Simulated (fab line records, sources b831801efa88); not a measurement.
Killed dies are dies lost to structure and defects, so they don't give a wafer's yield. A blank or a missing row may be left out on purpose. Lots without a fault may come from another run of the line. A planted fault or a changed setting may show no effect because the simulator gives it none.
Which tool did it? | flow sky130 | 14 lots, 42 wafers sampled, at 4 steps of a route of 708

WHAT THE GAUGES READ, wafer by wafer
SKY_VT_ADJUST_HVTR_CD_MEAS_07: target cd 380 nm.
lot  | measured     | on        | cd_nm (nm)
L357 | day 9 05:02  | cd_sem-02 | 377.6 377.0 375.0
L359 | day 9 20:41  | cd_sem-02 | 377.1 378.0 377.1
L360 | day 11 09:21 | cd_sem-01 | 383.1 384.2 383.0
L362 | day 11 18:30 | cd_sem-02 | 378.5 380.4 379.4
L363 | day 12 02:29 | cd_sem-01 | 380.5 380.5 378.5
L364 | day 12 08:43 | cd_sem-01 | 382.5 382.2 384.2
L365 | day 12 13:22 | cd_sem-01 | 378.5 380.1 378.3
L366 | day 12 14:25 | cd_sem-01 | 381.6 376.9 377.0
L372 | day 14 07:10 | cd_sem-02 | 377.5 378.3 376.0
L373 | day 14 08:25 | cd_sem-02 | 382.5 384.5 383.2
L374 | day 14 14:05 | cd_sem-02 | 377.5 377.1 379.2
L376 | day 15 02:14 | cd_sem-01 | 380.1 380.0 376.2
L377 | day 15 18:41 | cd_sem-02 | 378.7 378.4 380.8
L380 | day 16 10:58 | cd_sem-02 | 381.2 380.0 381.1

SKY_GATE_OXIDE_OVL_MEAS_10.
lot  | measured     | on         | GATE_OXIDE_OVL (nm)
L357 | day 13 11:47 | overlay-02 | -0.2 -0.5 0.2
L359 | day 14 04:05 | overlay-02 | 1.1 0.6 -0.3
L360 | day 15 21:50 | overlay-01 | 3.1 1.1 0.7
L362 | day 16 08:53 | overlay-01 | 1.0 2.5 3.6
L363 | day 16 18:34 | overlay-02 | 0.5 2.7 1.0
L364 | day 17 03:26 | overlay-02 | 1.0 0.5 1.6
L365 | day 17 08:53 | overlay-01 | 3.5 3.5 3.4
L366 | day 17 10:47 | overlay-01 | 0.4 -0.4 0.8
L372 | day 19 05:31 | overlay-01 | 1.3 1.0 0.0
L373 | day 19 09:58 | overlay-02 | -0.6 -0.4 -1.2
L374 | day 19 16:37 | overlay-02 | 0.8 1.8 2.2
L376 | day 20 09:26 | overlay-01 | 1.0 -0.3 1.5
L377 | day 21 00:31 | overlay-01 | 1.5 -1.7 1.3
L380 | day 21 21:31 | overlay-01 | 2.3 4.0 1.5

SKY_LDD_LDN_TW_MEAS_13.
lot  | measured     | on            | LDD_LDN_TW
L357 | day 22 08:53 | film_metro-04 | 1496 1504 1497
L359 | day 23 06:02 | film_metro-04 | 1490 1492 1484
L360 | day 25 02:47 | film_metro-01 | 1494 1502 1487
L362 | day 25 16:05 | film_metro-03 | 1482 1487 1483
L363 | day 25 22:57 | film_metro-01 | 1492 1493 1495
L364 | day 26 08:04 | film_metro-04 | 1486 1498 1489
L365 | day 26 12:11 | film_metro-01 | 1480 1477 1465
L366 | day 26 17:13 | film_metro-03 | 1483 1491 1487
L372 | day 28 08:19 | film_metro-03 | 1494 1480 1487
L373 | day 28 13:29 | film_metro-01 | 1473 1472 1474
L374 | day 28 19:11 | film_metro-04 | 1505 1496 1502
L376 | day 29 10:04 | film_metro-03 | 1474 1482 1477
L377 | day 30 00:35 | film_metro-03 | 1484 1490 1491
L380 | day 30 19:23 | film_metro-01 | 1481 1488 1489

WHICH TOOL RAN EACH LOT (tool, then ch and the chambers of the sampled wafers, then the start)
lot  | SKY_LDD_N_IMPLANT_08
L357 | implanter-01 ch 0, day 17 05:54
L359 | implanter-01 ch 0, day 18 01:10
L360 | implanter-01 ch 0, day 19 22:33
L362 | implanter-02 ch 0, day 20 12:40
L363 | implanter-03 ch 0, day 20 20:10
L364 | implanter-01 ch 0, day 21 05:33
L365 | implanter-01 ch 0, day 21 10:39
L366 | implanter-02 ch 0, day 21 14:49
L372 | implanter-02 ch 0, day 23 07:40
L373 | implanter-02 ch 0, day 23 13:09
L374 | implanter-01 ch 0, day 23 19:29
L376 | implanter-03 ch 0, day 24 11:29
L377 | implanter-01 ch 0, day 25 02:22
L380 | implanter-03 ch 0, day 25 23:26
- SKY_LDD_N_IMPLANT_08

WHAT THE TOOLS THEMSELVES READ (means of the sampled wafers that have a number; where no wafer has one, the mark that the record gives instead)
SKY_LDD_N_IMPLANT_08.
lot  | tool         | beam_energy_keV
L357 | implanter-01 | 20.002
L359 | implanter-01 | 19.996
L360 | implanter-01 | 19.997
L362 | implanter-02 | 20.003
L363 | implanter-03 | 20.001
L364 | implanter-01 | 20.008
L365 | implanter-01 | 20.001
L366 | implanter-02 | 20.001
L372 | implanter-02 | 17.998
L373 | implanter-02 | 17.990
L374 | implanter-01 | 20.003
L376 | implanter-03 | 19.999
L377 | implanter-01 | 20.001
L380 | implanter-03 | 19.989

THE ANSWER, worked out from the rows above alone
Rule: what is usual is taken from the lots themselves. Put in order of their means at a reading, lots are off if they are a third of the lots or fewer, leave a main group of 4 or more, and stand apart from it by a gap of 3 or more times the standard deviation of the main group's means; of several such gaps the widest counts. A main group whose means are all the same, to the digits that the tables above print for the reading, isn't used. A lot without any number at a reading at which 4 lots or more have one is off too. The other lots that the step has rows for count as sound. The gauges are gone through in route order, then the tools' own readings, and for those a lot's mean is taken as printed above. The first step at which some lot is off is used, and at that step the reading that is off furthest; a lot without a number counts as furthest.
Off: L372, L373, at SKY_LDD_N_IMPLANT_08 (beam_energy_keV). The main group: mean 20.000, standard deviation 0.0044.
A tool fits if, at that step or a process step before it, it ran every lot that is off, and no sound lot after the first of them. One fits: implanter-02 at SKY_LDD_N_IMPLANT_08. Its last sound lot is L366 (day 21 14:49), its first lot that is off L372 (day 23 07:40): a fault that began between those two fits.
The tool's own readings at SKY_LDD_N_IMPLANT_08 bear it out: on the lots that are off they differ by more than 5 times the standard deviation of the sound lots' means. beam_energy_keV reads 17.994 there against 20.000 on the sound lots.

WHAT THE SIMULATOR HAD PUT IN
Process parameter drift: implanter-02, from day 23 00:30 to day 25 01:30, at SKY_LDD_N_IMPLANT_08. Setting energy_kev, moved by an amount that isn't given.
Lots struck among those shown: L372, L373. The rule above found the same.
